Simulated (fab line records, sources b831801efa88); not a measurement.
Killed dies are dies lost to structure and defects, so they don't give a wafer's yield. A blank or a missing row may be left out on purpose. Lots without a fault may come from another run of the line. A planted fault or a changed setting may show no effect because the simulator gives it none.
One fault seen from 2 desks | flow gf180mcu | each desk has only its own numbers; what lay behind them comes last

THE TOOL OWNER'S DESK: cvd_w-01
The tool's own readings at GF_CONTACT_CVD_24 (deposits W, target thk 300 nm, time 90.339 s): means of the sampled wafers that have a number, for each lot that ran on this tool. A lot is out of limits, marked OUT, if its mean lies more than 4 standard deviations from the usual mean; the brackets give that distance.
Columns: A = heater_power_w at GF_CONTACT_CVD_24, usual 923 W
lot  | first seen here | A
L306 | day 17 23:46    | 905
L307 | day 18 09:59    | 976
L316 | day 21 11:23    | 953
L318 | day 22 06:47    | 925
L319 | day 22 18:30    | 920
This desk's finding: nothing out of limits on any of the 5 lots.

THE METROLOGY DESK
What the gauges read, lot by lot, whatever tool the lot ran on: means of the sampled wafers that have a number. A lot is out of limits, marked OUT, if its mean lies more than 4 standard deviations from the usual mean; the brackets give that distance.
Columns: A = cd_nm at GF_CONTACT_CD_MEAS_14, usual 219.9 nm; B = CONTACT_OVL at GF_CONTACT_OVL_MEAS_15, usual 3 nm; C = CONTACT_W_RS at GF_CONTACT_RS_MEAS_25, usual 0.383 ohm/sq
lot  | first seen here | A     | B  | C
L306 | day 17 23:02    | 219.6 | 1  | 0.381
L307 | day 18 09:10    | 218.9 | 3  | 0.380
L316 | day 21 10:41    | 222.1 | 7  | 0.382
L318 | day 22 06:04    | 220.8 | -1 | 0.374
L319 | day 22 17:47    | 215.9 | 9  | 0.379
L320 | day 23 00:36    | 219.6 | -1 | 0.383
This desk's finding: nothing out of limits on any of the 6 lots.

PUT TOGETHER
The tool owner's desk saw nothing out of limits.
The metrology desk saw nothing out of limits.

WHAT THE SIMULATOR HAD PUT IN
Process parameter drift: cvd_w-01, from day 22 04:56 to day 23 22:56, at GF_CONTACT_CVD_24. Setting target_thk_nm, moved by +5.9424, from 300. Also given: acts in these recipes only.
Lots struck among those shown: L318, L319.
